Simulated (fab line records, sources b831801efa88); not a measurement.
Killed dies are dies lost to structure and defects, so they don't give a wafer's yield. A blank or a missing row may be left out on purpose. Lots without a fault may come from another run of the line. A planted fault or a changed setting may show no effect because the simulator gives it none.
fab line records | flow sky130
record lots=10 wafers=30 last_day=50
route steps=708 shown VIA1@460 METAL2@486 VIA2@508 VIA3@594 PAD_OPEN@708
lots that met no fault: from a run of the same line without faults
start_h: hours from the record's first day to the start of the lot's first wafer shown | wait_h: hours since the lot's step before | " the same as in the row above | L1.1+2: a row that stands for several wafers | - no value, or no start given | * or withheld: withheld | < > ~ a bound
route shown NAME@n: a module of which the file shows steps, and the number in the route of the first | usual: mean/standard deviation of fault-free wafers | same: alike in all rows | chamber/n: place in a boat | sites: the reading at each site | _std_site: their standard deviation | _edge_site: outer sites' mean less inner sites' | radius_mm: how far each site lies from the wafer's centre | mask NAME#n: copy n | behind: the tool/chamber that last shaped the wafer | hold: why the lot was held/for how many hours/how that ended | device: the transistor (n, p or np) that didn't switch | end of line: the same wafers' tests at the end of the route | a step without rows: its recipe alone | killed: dies lost to structure and defects at the first sort, not the wafer's yield | map: a wafer's dies, x killed, . not, _ none there
set.NAME: the setting as run; set.NAME@STEP: as run at that earlier step | model.NAME: the simulator's own value behind a step, which no gauge read
steps of the route over a sample of lots; a table a step, a row a wafer
services: from which hour (start_h, from the record's first day; less than 0 if before it) a tool's chamber was out of use, for how many hours, and why
## steps
# step SKY_VIA1_CMP_02
# recipe material=SiO2 down_force_psi=4 platen_rpm=60 pad_velocity_m_s=0.94248
# usual head_pressure_psi=4.000/0.011 motor_current_A=12.3/1.2 retaining_ring_pressure_frac=1.000/0.0048
# columns lot.wafer tool chamber start_h wait_h head_pressure_psi motor_current_A retaining_ring_pressure_frac
L198.1 cmp-02 2 778.07 0.1 4.018 11.2 1.005
L198.3 " 0 " " 3.961 13.4 1.008
L198.6 " 2 " " 4.007 11.2 1.005
L199.2 cmp-01 0 787.88 0.1 3.983 13.6 1.007
L199.3 " 2 " " 3.993 11.8 0.997
L199.6 " 0 " " 3.989 12.9 1.005
L201.3 cmp-02 2 795.27 0.0 3.991 10.5 1.004
L201.4 " 0 " " 3.992 12.9 1.003
L201.2 " 1 " " 3.986 12.0 1.000
L200.3 cmp-01 1 797.83 0.1 4.014 12.6 1.003
L200.2 " 2 " " 3.999 12.3 0.994
L200.5 " 1 " " 4.013 12.6 0.996
L212.3 cmp-01 2 874.68 0.0 3.998 11.9 0.997
L212.4 " 3 " " 3.996 13.2 1.006
L212.1 " 0 " " 4.027 12.9 0.993
L213.3 cmp-02 3 879.77 0.1 3.990 10.1 1.003
L213.2 " 1 " " 4.021 11.8 1.002
L213.6 " 3 " " 3.994 10.1 1.002
L214.1 cmp-01 3 886.91 0.1 3.994 13.5 1.001
L214.2 " 1 " " 4.001 12.5 0.995
L214.4 " 2 " " 4.015 12.1 1.000
L217.3 cmp-01 1 908.08 0.0 4.013 13.0 0.993
L217.4 " 2 " " 3.999 12.4 1.001
L217.5 " 1 " " 3.997 12.9 0.990
L218.4 cmp-02 2 915.61 0.0 4.009 10.4 0.995
L218.2 " 0 " " 4.019 12.8 1.001
L218.1 " 1 " " 4.010 13.0 0.992
L220.1 cmp-01 1 930.82 0.1 4.014 13.9 0.999
L220.3 " 3 " " 3.997 13.9 0.999
L220.5 " 2 " " 3.985 12.3 1.003
# step SKY_METAL2_SPUTTER_03
# recipe material=Ti target_thk_nm=5 power_w=3000 time_s=3.3 chamber_pressure_pa=0.4
# usual chamber_pressure_pa=0.4001/0.00082 throttle_valve_pct=29.6/1.2
# columns lot.wafer tool chamber start_h wait_h chamber_pressure_pa throttle_valve_pct
L198.1 pvd_sputter-04 - 806.09 0.0 0.4003 30.7
L198.3 " - " " 0.4005 30.2
L198.6 " - " " 0.4014 30.6
L199.2 pvd_sputter-01 - 816.22 0.0 0.3999 31.4
L199.3 " - " " 0.4006 27.9
L199.6 " - " " 0.4021 29.9
L201.2 pvd_sputter-01 - 823.52 0.0 0.4004 29.8
L201.3 " - " " 0.4009 31.6
L201.4 " - " " 0.4006 27.7
L200.2 pvd_sputter-03 - 826.87 0.0 0.4014 29.7
L200.3 " - " " 0.4014 31.2
L200.5 " - " " 0.4015 30.0
L212.1 pvd_sputter-01 - 902.73 0.0 0.4011 28.0
L212.3 " - " " 0.4002 31.3
L212.4 " - " " 0.3990 28.6
L213.2 pvd_sputter-01 - 907.21 0.0 0.4007 30.0
L213.3 " - " " 0.3995 27.6
L213.6 " - " " 0.4000 31.3
L214.1 pvd_sputter-04 - 914.00 0.0 0.4005 30.3
L214.2 " - " " 0.4002 28.3
L214.4 " - " " 0.4022 30.7
L217.3 pvd_sputter-01 - 935.69 0.0 0.4013 28.5
L217.4 " - " " 0.3995 29.9
L217.5 " - " " 0.3993 28.0
L218.1 pvd_sputter-04 - 942.87 0.0 0.3990 30.4
L218.2 " - " " 0.3992 28.3
L218.4 " - " " 0.4003 30.1
L220.1 pvd_sputter-01 - 956.94 0.0 0.3990 31.5
L220.3 " - " " 0.3993 27.9
L220.5 " - " " 0.4004 28.6
# step SKY_VIA2_THK_MEAS_01
# recipe reads=SiO2_of_VIA2_HDPCVD_00
# usual VIA2_HDPCVD_THK=1177/15
# columns lot.wafer tool chamber start_h wait_h VIA2_HDPCVD_THK[nm]
L198.1 film_metro-03 - 833.33 0.1 1167
L198.3 " - " " 1180
L198.6 " - " " 1166
L199.2 film_metro-04 - 843.43 0.1 1201
L199.3 " - " " 1194
L199.6 " - " " 1184
L201.2 film_metro-04 - 851.60 0.1 1182
L201.3 " - " " 1169
L201.4 " - " " 1176
L200.2 film_metro-04 - 854.66 0.1 1179
L200.3 " - " " 1199
L200.5 " - " " 1181
L212.1 film_metro-02 - 928.70 0.1 1162
L212.3 " - " " 1180
L212.4 " - " " 1158
L213.2 film_metro-03 - 933.87 0.1 1165
L213.3 " - " " 1203
L213.6 " - " " 1189
L214.1 film_metro-02 - 940.30 0.1 1192
L214.2 " - " " 1173
L214.4 " - " " 1186
L217.3 film_metro-02 - 961.94 0.1 1188
L217.4 " - " " 1153
L217.5 " - " " 1177
L218.1 film_metro-03 - 968.02 0.1 1180
L218.2 " - " " 1172
L218.4 " - " " 1185
L220.1 film_metro-03 - 982.83 0.1 1166
L220.3 " - " " 1165
L220.5 " - " " 1161
# step SKY_VIA3_CVD_21
# recipe material=W target_thk_nm=390 time_s=117.31 temp_c=400 pressure_torr=40
# usual heater_power_w=918/99
# columns lot.wafer tool chamber start_h wait_h heater_power_w
L198.1 cvd_w-01 1 942.64 0.0 779
L198.3 " 1 " " 766
L198.6 " 0 " " 1044
L199.2 cvd_w-01 0 950.99 0.0 1070
L199.3 " 1 " " 776
L199.6 " 0 " " 1033
L201.2 cvd_w-01 0 957.29 0.0 1071
L201.3 " 0 " " 1023
L201.4 " 1 " " 797
L200.2 cvd_w-01 1 962.17 0.0 787
L200.3 " 1 " " 770
L200.5 " 0 " " 1068
L212.1 cvd_w-02 0 1030.79 0.0 970
L212.3 " 1 " " 874
L212.4 " 0 " " 976
L213.2 cvd_w-01 0 1035.32 0.0 1029
L213.3 " 0 " " 1025
L213.6 " 0 " " 1059
L214.1 cvd_w-02 0 1041.92 0.0 996
L214.2 " 1 " " 871
L214.4 " 1 " " 887
L217.3 cvd_w-01 1 1060.90 0.1 791
L217.4 " 0 " " 1047
L217.5 " 0 " " 1021
L218.1 cvd_w-02 0 1065.93 0.0 950
L218.2 " 1 " " 903
L218.4 " 1 " " 861
L220.1 cvd_w-01 0 1078.65 0.0 1044
L220.3 " 0 " " 1025
L220.5 " 1 " " 776
# step SKY_VIA3_RS_MEAS_22
# recipe thk_meas_gauge=four-point-probe reads=W_of_VIA3_CVD_21+TiN_of_VIA3_SPUTTER_20
# usual VIA3_W_RS=0.295/0.0043
# columns lot.wafer tool chamber start_h wait_h VIA3_W_RS[ohm/sq]
L198.1 film_metro-01 - 942.77 0.1 0.294
L198.3 " - " " 0.294
L198.6 " - " " 0.292
L199.2 film_metro-02 - 951.13 0.1 0.297
L199.3 " - " " 0.298
L199.6 " - " " 0.294
L201.2 film_metro-01 - 957.43 0.1 0.222
L201.3 " - " " 0.296
L201.4 " - " " 0.295
L200.2 film_metro-01 - 962.32 0.1 0.221
L200.3 " - " " 0.293
L200.5 " - " " 0.294
L212.1 film_metro-02 - 1030.91 0.1 0.287
L212.3 " - " " 0.300
L212.4 " - " " 0.291
L213.2 film_metro-04 - 1035.47 0.1 0.295
L213.3 " - " " 0.292
L213.6 " - " " 0.294
L214.1 film_metro-01 - 1042.04 0.1 0.291
L214.2 " - " " 0.299
L214.4 " - " " 0.303
L217.3 film_metro-01 - 1061.02 0.1 0.297
L217.4 " - " " 0.296
L217.5 " - " " 0.290
L218.1 film_metro-01 - 1066.05 0.1 0.291
L218.2 " - " " 0.308
L218.4 " - " " 0.302
L220.1 film_metro-01 - 1078.88 0.2 0.294
L220.3 " - " " 0.296
L220.5 " - " " 0.296
# step SKY_VIA3_THK_MEAS_23
# recipe thk_meas_gauge=xrf reads=W_of_VIA3_CVD_21
# usual VIA3_W_THK=411/8.9
# columns lot.wafer tool chamber start_h wait_h VIA3_W_THK[nm]
L198.1 film_metro-01 - 942.89 0.1 407
L198.3 " - " " 408
L198.6 " - " " 410
L199.2 film_metro-02 - 951.24 0.1 414
L199.3 " - " " 416
L199.6 " - " " 419
L201.2 film_metro-01 - 957.54 0.1 556
L201.3 " - " " 407
L201.4 " - " " 408
L200.2 film_metro-01 - 962.43 0.1 559
L200.3 " - " " 413
L200.5 " - " " 413
L212.1 film_metro-02 - 1031.03 0.1 428
L212.3 " - " " 410
L212.4 " - " " 423
L213.2 film_metro-04 - 1035.58 0.1 404
L213.3 " - " " 408
L213.6 " - " " 405
L214.1 film_metro-01 - 1042.16 0.1 415
L214.2 " - " " 404
L214.4 " - " " 396
L217.3 film_metro-01 - 1061.12 0.1 407
L217.4 " - " " 413
L217.5 " - " " 418
L218.1 film_metro-01 - 1066.17 0.1 421
L218.2 " - " " 398
L218.4 " - " " 403
L220.1 film_metro-01 - 1079.00 0.1 414
L220.3 " - " " 412
L220.5 " - " " 415
# step SKY_VIA3_CMP_24
# recipe stop_on=SiO2 t_overpolish_s=20 down_force_psi=3.5 platen_rpm=60 target_thk_nm=0 pad_velocity_m_s=0.94248
# usual head_pressure_psi=3.500/0.0076 motor_current_A=11.4/1 retaining_ring_pressure_frac=1.000/0.0055 time_to_endpoint_s=98/5.9
# columns lot.wafer tool chamber start_h wait_h head_pressure_psi motor_current_A retaining_ring_pressure_frac time_to_endpoint_s
L198.1 cmp-01 0 942.95 0.1 3.509 12.2 0.991 105
L198.3 " 1 " " 3.508 11.9 1.002 104
L198.6 " 0 " " 3.494 12.1 0.995 104
L199.2 cmp-01 3 951.29 0.0 3.499 11.9 0.998 87
L199.3 " 2 " " 3.502 11.8 0.992 104
L199.6 " 0 " " 3.497 11.8 1.002 105
L201.2 cmp-01 3 957.64 0.1 3.497 12.2 0.998 123
L201.4 " 0 " " 3.507 11.9 0.997 104
L201.3 " 1 " " 3.494 11.4 1.005 100
L200.3 cmp-01 0 962.48 0.0 3.505 12.4 1.001 100
L200.2 " 2 " " 3.502 11.7 0.993 130
L200.5 " 0 " " 3.503 12.3 1.010 102
L212.4 cmp-02 2 1031.09 0.0 3.504 10.3 1.005 107
L212.3 " 3 " " 3.489 9.1 0.991 102
L212.1 " 0 " " 3.495 12.6 0.999 100
L213.2 cmp-02 0 1035.63 0.0 3.493 12.1 1.006 92
L213.3 " 3 " " 3.503 8.8 0.995 105
L213.6 " 0 " " 3.487 12.2 1.003 91
L214.1 cmp-01 0 1042.27 0.1 3.503 12.2 0.988 100
L214.2 " 1 " " 3.512 11.5 1.000 95
L214.4 " 2 " " 3.492 11.3 0.997 97
L217.4 cmp-01 3 1061.41 0.3 3.492 11.4 1.006 88
L217.3 " 2 " " 3.495 11.1 0.997 100
L217.5 " 3 " " 3.493 12.6 1.001 88
L218.2 cmp-01 3 1066.23 0.0 3.494 13.0 0.999 89
L218.4 " 0 " " 3.495 12.5 1.002 103
L218.1 " 1 " " 3.508 11.9 0.998 102
L220.1 cmp-02 0 1079.16 0.1 3.491 12.4 0.994 90
L220.3 " 1 " " 3.498 10.9 0.991 96
L220.5 " 3 " " 3.505 9.0 1.008 101
# step SKY_PAD_OPEN_PROBE_99
# usual defect_limited_yield=82.4/2 killed_at_M0_to_M3=43/6.7 killed_at_M4_up=3.2/2.1 killed_at_contacts=25/5.9 killed_at_front_end=16/4.7 killed_at_other=0.3/0.54 killed_dies=87/9.8 killed_open=47/6.7 killed_short=40/6.5 sort_bin_3_pad_short=0.9/0.45 sort_bin_5_function=10.5/1.5 sort_bin_6_memory=6.2/1.2 sort_n_pass=405/9.8 sort_yield_pct=82.4/2
# same gross_dies=492 killed_at_back_side=0 sort_bin_4_leakage[%]=0 sort_bin_8_speed[%]=0
# columns lot.wafer tool chamber start_h wait_h defect_limited_yield[%] killed_at_M0_to_M3 killed_at_M4_up killed_at_contacts killed_at_front_end killed_at_other killed_dies killed_open killed_short sort_bin_3_pad_short[%] sort_bin_5_function[%] sort_bin_6_memory[%] sort_n_pass sort_yield_pct[%]
L201.2 prober-02 - 1101.56 0.1 82.1 42 5 27 14 0 88 45 43 1.2 12.0 4.7 404 82.1
L201.3 prober-02 - 1101.61 0.2 82.9 47 2 26 9 0 84 51 33 1.6 8.9 6.5 408 82.9
L201.4 prober-02 - 1101.66 0.2 83.9 40 0 21 18 0 79 48 31 0.6 9.6 5.9 413 83.9
L200.2 prober-01 - 1106.30 0.1 83.3 33 3 22 22 2 82 39 43 0.4 11.4 4.9 410 83.3
L200.3 prober-01 - 1106.35 0.2 84.8 32 4 16 23 0 75 37 38 1.6 8.9 4.7 417 84.8
L200.5 prober-01 - 1106.45 0.2 82.1 42 5 30 11 0 88 46 42 1.0 10.2 6.7 404 82.1
L212.1 prober-02 - 1161.40 0.1 84.3 48 1 22 6 0 77 48 29 0.8 8.3 6.5 415 84.3
L212.3 prober-02 - 1161.50 0.2 81.5 60 5 14 12 0 91 44 47 0.4 11.4 6.7 401 81.5
L212.4 prober-02 - 1161.55 0.2 78.9 43 6 34 21 0 104 60 44 0.2 13.2 7.7 388 78.9
L217.3 prober-01 - 1184.84 0.2 82.1 40 8 29 10 1 88 50 38 1.2 9.8 6.9 404 82.1
L217.4 prober-01 - 1184.89 0.2 82.3 40 3 25 19 0 87 52 35 1.0 11.4 5.3 405 82.3
L217.5 prober-01 - 1184.94 0.2 82.5 45 0 29 12 0 86 56 30 0.4 11.6 5.5 406 82.5
# killed by level:class
L201.2 VIA1:geometric_particle:open=12 CONTACT:geometric_particle:open=10 FIELD_ISO:geometric_particle:open=6 CONTACT:geometric_particle:short=6 METAL1:geometric_particle:short=6 VIA1:geometric_particle:short=6 LOCAL_INTERCONNECT:geometric_particle:short=5 VIA2:geometric_particle:open=5
L201.3 VIA1:geometric_particle:open=16 CONTACT:geometric_particle:open=12 VIA2:geometric_particle:open=6 LI_CONTACT:geometric_particle:open=6 FIELD_ISO:geometric_particle:short=5 VIA1:geometric_particle:short=5 METAL2:geometric_particle:short=5 VIA3:geometric_particle:open=4
L201.4 VIA1:geometric_particle:open=10 CONTACT:geometric_particle:open=9 VIA3:geometric_particle:open=9 POLY_GATE:geometric_particle:short=5 POLY_GATE:geometric_particle:open=5 LI_CONTACT:geometric_particle:open=5 METAL2:geometric_particle:short=5 FIELD_ISO:geometric_particle:short=4
L200.2 FIELD_ISO:geometric_particle:open=9 LI_CONTACT:geometric_particle:open=7 FIELD_ISO:geometric_particle:short=6 CONTACT:geometric_particle:open=6 METAL1:geometric_particle:short=5 VIA1:geometric_particle:open=5 VIA1:geometric_particle:short=5 METAL2:geometric_particle:short=5
L200.3 FIELD_ISO:geometric_particle:open=9 FIELD_ISO:geometric_particle:short=9 VIA1:geometric_particle:open=8 VIA1:geometric_particle:short=7 LI_CONTACT:geometric_particle:open=7 CONTACT:geometric_particle:open=5 POLY_GATE:geometric_particle:short=4 METAL1:geometric_particle:short=4
L200.5 CONTACT:geometric_particle:open=10 LI_CONTACT:geometric_particle:open=9 VIA1:geometric_particle:open=9 VIA2:geometric_particle:short=7 LOCAL_INTERCONNECT:geometric_particle:short=5 VIA1:geometric_particle:short=5 VIA2:geometric_particle:open=4 METAL2:geometric_particle:short=4
L212.1 VIA1:geometric_particle:open=18 CONTACT:geometric_particle:open=11 VIA1:geometric_particle:short=9 VIA2:geometric_particle:open=6 METAL1:geometric_particle:short=5 LI_CONTACT:geometric_particle:open=4 LI_CONTACT:geometric_particle:short=3 CONTACT:geometric_particle:short=3
L212.3 VIA3:geometric_particle:open=9 VIA1:geometric_particle:short=8 LI_CONTACT:geometric_particle:open=7 METAL1:geometric_particle:short=7 VIA1:geometric_particle:open=7 FIELD_ISO:geometric_particle:short=6 VIA2:geometric_particle:open=6 VIA2:geometric_particle:short=6
L212.4 CONTACT:geometric_particle:open=13 LI_CONTACT:geometric_particle:open=10 FIELD_ISO:geometric_particle:open=8 VIA2:geometric_particle:open=8 VIA1:geometric_particle:open=7 LOCAL_INTERCONNECT:geometric_particle:short=6 METAL1:geometric_particle:short=6 FIELD_ISO:geometric_particle:short=5
L217.3 CONTACT:geometric_particle:open=12 VIA2:geometric_particle:open=9 METAL4:geometric_particle:short=7 LI_CONTACT:geometric_particle:open=7 VIA1:geometric_particle:open=7 LI_CONTACT:geometric_particle:short=5 VIA2:geometric_particle:short=5 METAL2:geometric_particle:short=5
L217.4 CONTACT:geometric_particle:open=10 LI_CONTACT:geometric_particle:open=8 VIA1:geometric_particle:open=8 VIA3:geometric_particle:open=7 METAL1:geometric_particle:short=6 FIELD_ISO:geometric_particle:short=5 VIA2:geometric_particle:open=5 POLY_GATE:geometric_particle:short=4
L217.5 LI_CONTACT:geometric_particle:open=11 CONTACT:geometric_particle:open=10 VIA3:geometric_particle:open=9 METAL1:geometric_particle:short=8 VIA1:geometric_particle:open=8 VIA2:geometric_particle:open=7 FIELD_ISO:geometric_particle:open=4 CONTACT:geometric_particle:short=4
## services
# columns tool chamber start_h hours kind
pvd_sputter-04 - 762.72 0.9 repair
cmp-02 - 764.18 1.1 repair
cmp-01 - 804.57 1.5 repair
cvd_w-01 - 814.51 0.9 repair
cmp-01 - 820.68 5.3 pm
pvd_sputter-03 - 835.46 3.0 repair
pvd_sputter-03 - 855.34 1.8 repair
cvd_w-02 - 861.73 2.0 repair
cvd_w-01 - 871.28 0.7 repair
cvd_w-01 - 877.99 6.9 pm
pvd_sputter-01 - 890.16 9.0 repair
cvd_w-01 - 904.00 14.0 pm
cmp-01 - 912.24 4.0 pm
cmp-01 - 916.24 - consumable_replace:conditioner
cmp-01 - 916.24 - consumable_replace:pad
cvd_w-01 - 918.00 14.6 pm
pvd_sputter-04 - 950.52 1.9 repair
cmp-02 - 957.90 1.1 repair
cvd_w-02 - 974.37 2.8 pm
cmp-02 - 991.69 18.6 pm
pvd_sputter-04 - 993.66 4.9 repair
cmp-02 - 1011.35 2.3 repair
pvd_sputter-03 - 1019.12 0.8 repair
pvd_sputter-01 - 1058.37 2.1 repair
## key
first_sign step=SKY_VIA3_RS_MEAS_22 reading=VIA3_W_RS direction=down sigmas=17 usual=0.295 struck=0.221
effect step=SKY_VIA3_THK_MEAS_23 reading=VIA3_W_THK direction=up sigmas=16 usual=411 struck=558
effect step=SKY_VIA3_CMP_24 reading=time_to_endpoint_s direction=up sigmas=4.8 usual=* struck=*
met_at SKY_VIA3_CVD_21
struck_lots L200,L201
struck_wafers L200.2,L201.2
not_acting_at SKY_VIA1_CMP_02,SKY_METAL2_SPUTTER_03,SKY_VIA2_THK_MEAS_01
onset_between 950.99 957.29
fault kind=process_parameter_drift tool=cvd_w-01 chamber=- onset_h=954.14 steps=SKY_VIA3_CVD_21 channel=target_thk_nm offset=128.24 shape=step end_h=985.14 scope=struck_wafers_only acts_in=these_recipes_only stated=390
